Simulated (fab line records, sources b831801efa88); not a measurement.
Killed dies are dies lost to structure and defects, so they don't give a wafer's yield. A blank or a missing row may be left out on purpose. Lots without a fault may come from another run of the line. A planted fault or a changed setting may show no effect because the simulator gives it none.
Which tool did it? | flow gf180mcu | 14 lots, 42 wafers sampled, at 4 steps of a route of 602

WHAT THE GAUGES READ, wafer by wafer
GF_V3_OVL_MEAS_15. Usual: V3_OVL 3 nm, standard deviation 5.5.
lot  | measured     | on         | V3_OVL (nm) | flag
L454 | day 22 06:52 | overlay-01 | 0 1 1       |
L455 | day 22 18:05 | overlay-01 | 3 9 7       |
L457 | day 23 17:03 | overlay-01 | 5 5 -1      |
L458 | day 24 00:13 | overlay-01 | 8 8 5       |
L459 | day 24 05:19 | overlay-01 | 10 4 9      |
L460 | day 24 13:51 | overlay-02 | -7 -7 -4    |
L463 | day 25 13:44 | overlay-01 | 3 1 4       |
L469 | day 27 12:25 | overlay-01 | 3 8 4       |
L470 | day 27 19:43 | overlay-02 | 0 11 6      |
L471 | day 28 03:38 | overlay-02 | 8 2 5       |
L472 | day 28 15:52 | overlay-01 | 3 -1 3      |
L474 | day 28 20:28 | overlay-01 | 4 5 2       |
L476 | day 29 09:43 | overlay-02 | -1 -8 -3    |
L477 | day 29 17:07 | overlay-01 | -13 -13 -9  |

GF_V3_RS_MEAS_24: measures by four-point-probe. Usual: V3_W_RS 0.328 ohm/sq, standard deviation 0.0043.
lot  | measured     | on            | V3_W_RS (ohm/sq)  | flag
L454 | day 22 07:52 | film_metro-03 | 0.319 0.323 0.323 |
L455 | day 22 19:02 | film_metro-03 | 0.334 0.328 0.334 |
L457 | day 23 17:58 | film_metro-03 | 0.327 0.332 0.330 |
L458 | day 24 01:11 | film_metro-01 | 0.333 0.329 0.331 |
L459 | day 24 06:14 | film_metro-01 | 0.331 0.334 0.337 |
L460 | day 24 14:46 | film_metro-04 | 0.327 0.325 0.327 |
L463 | day 25 14:39 | film_metro-03 | 0.334 0.333 0.334 |
L469 | day 27 13:20 | film_metro-03 | 0.321 0.323 0.321 |
L470 | day 27 20:40 | film_metro-03 | 0.324 0.323 0.326 |
L471 | day 28 04:36 | film_metro-01 | 0.331 0.327 0.333 |
L472 | day 28 17:08 | film_metro-01 | 0.323 0.322 0.323 |
L474 | day 28 21:26 | film_metro-01 | 0.323 0.323 0.323 |
L476 | day 29 10:43 | film_metro-01 | 0.328 0.325 0.330 |
L477 | day 29 18:04 | film_metro-03 | 0.329 0.328 0.328 |

WHICH TOOL RAN EACH LOT (tool, then ch and the chambers of the sampled wafers, then the start)
lot  | GF_M3_METAL_ETCH_16               | GF_V3_STRIP_19
L454 | rie_metal-04 ch 0,1, day 21 05:22 | wet_bench-04 ch 1, day 22 07:08
L455 | rie_metal-03 ch 0,1, day 21 17:18 | wet_bench-03 ch 2, day 22 18:20
L457 | rie_metal-04 ch 0,1, day 22 16:35 | wet_bench-04 ch 3, day 23 17:19
L458 | rie_metal-03 ch 0,1, day 23 00:15 | wet_bench-03 ch 2, day 24 00:28
L459 | rie_metal-04 ch 0,1, day 23 06:02 | wet_bench-02 ch 2, day 24 05:34
L460 | rie_metal-01 ch 0,1, day 23 13:58 | wet_bench-02 ch 1, day 24 14:07
L463 | rie_metal-04 ch 0,1, day 24 15:01 | wet_bench-02 ch 2, day 25 13:59
L469 | rie_metal-01 ch 0,1, day 26 14:53 | wet_bench-04 ch 2, day 27 12:41
L470 | rie_metal-01 ch 0,1, day 26 22:07 | wet_bench-02 ch 1, day 27 19:59
L471 | rie_metal-01 ch 0,1, day 27 06:03 | wet_bench-04 ch 3, day 28 03:53
L472 | rie_metal-04 ch 0,1, day 27 18:22 | wet_bench-03 ch 2, day 28 16:08
L474 | rie_metal-03 ch 0,1, day 28 00:17 | wet_bench-04 ch 2, day 28 20:44
L476 | rie_metal-01 ch 0,1, day 28 12:39 | wet_bench-02 ch 2, day 29 10:01
L477 | rie_metal-03 ch 0,1, day 28 20:12 | wet_bench-03 ch 2, day 29 17:23
- GF_M3_METAL_ETCH_16: etches the open film in Cl2/BCl3, stops on SiO2, target depth 750.8 nm, time 125.1 s.
- GF_V3_STRIP_19: strips in post etch residue remover, time 1200 s.

WHAT THE TOOLS THEMSELVES READ (means of the sampled wafers that have a number; where no wafer has one, the mark that the record gives instead)
GF_M3_METAL_ETCH_16. Usual: drypump_motor_current_A 5.9 A, standard deviation 0.31; mfc_cl2_sccm 80.01 sccm, standard deviation 0.24; oes_product_au 0.990 a.u., standard deviation 0.0065; throttle_valve_pct 28.232 %, standard deviation 0.0093.
lot  | tool         | drypump_motor_current_A (A) | mfc_cl2_sccm (sccm) | oes_product_au (a.u.) | throttle_valve_pct (%) | flag
L454 | rie_metal-04 | 5.5                         | 80.05               | 0.985                 | 28.238                 |
L455 | rie_metal-03 | 6.2                         | 80.23               | 0.988                 | 28.225                 |
L457 | rie_metal-04 | 5.6                         | 79.98               | 0.983                 | 28.243                 |
L458 | rie_metal-03 | 6.1                         | 79.94               | 0.994                 | 28.236                 |
L459 | rie_metal-04 | 5.6                         | 79.96               | 0.989                 | 28.236                 |
L460 | rie_metal-01 | 5.9                         | 79.91               | 0.991                 | 28.229                 |
L463 | rie_metal-04 | 5.6                         | 79.96               | 0.990                 | 28.232                 |
L469 | rie_metal-01 | 5.9                         | 79.93               | 0.992                 | 28.226                 |
L470 | rie_metal-01 | 5.9                         | 80.04               | 0.992                 | 28.219                 |
L471 | rie_metal-01 | 5.9                         | 80.07               | 0.998                 | 28.231                 |
L472 | rie_metal-04 | 5.6                         | 80.15               | 0.983                 | 28.228                 |
L474 | rie_metal-03 | 6.2                         | 80.20               | 0.990                 | 28.237                 |
L476 | rie_metal-01 | 6.1                         | 79.91               | 0.995                 | 28.226                 |
L477 | rie_metal-03 | 6.2                         | 79.95               | 0.985                 | 28.225                 |

GF_V3_STRIP_19. Usual: bath_guard_temp_C 72.4 C, standard deviation 0.36; bath_heat_duty_pct 15.1 %, standard deviation 2.3.
lot  | tool         | bath_guard_temp_C (C) | bath_heat_duty_pct (%) | flag
L454 | wet_bench-04 | 72.3                  | 14.7                   |
L455 | wet_bench-03 | 72.4                  | 11.6                   |
L457 | wet_bench-04 | 71.6                  | 14.6                   |
L458 | wet_bench-03 | 72.5                  | 11.1                   |
L459 | wet_bench-02 | -                     | -                      | OFF
L460 | wet_bench-02 | -                     | -                      | OFF
L463 | wet_bench-02 | 72.5                  | 17.6                   |
L469 | wet_bench-04 | 72.4                  | 16.6                   |
L470 | wet_bench-02 | 72.5                  | 15.5                   |
L471 | wet_bench-04 | 71.6                  | 13.9                   |
L472 | wet_bench-03 | 72.4                  | 11.7                   |
L474 | wet_bench-04 | 72.1                  | 16.0                   |
L476 | wet_bench-02 | 72.6                  | 17.5                   |
L477 | wet_bench-03 | 72.8                  | 11.2                   |

THE ANSWER, worked out from the rows above alone
Rule: a lot is off if the mean of its wafers that have a number lies more than 3 standard deviations from the usual mean. A lot without any number at a reading at which 4 lots or more have one is off too. The other lots that the step has rows for count as sound. The gauges are gone through in route order, then the tools' own readings, and for those a lot's mean is taken as printed above. The first step at which some lot is off is used, and at that step the reading that is off furthest; a lot without a number counts as furthest.
Off: L459, L460, at GF_V3_STRIP_19 (bath_guard_temp_C). Without a number there: L459, L460.
A tool fits if, at that step or a process step before it, it ran every lot that is off, and no sound lot after the first of them. None of those tried fits.

WHAT THE SIMULATOR HAD PUT IN
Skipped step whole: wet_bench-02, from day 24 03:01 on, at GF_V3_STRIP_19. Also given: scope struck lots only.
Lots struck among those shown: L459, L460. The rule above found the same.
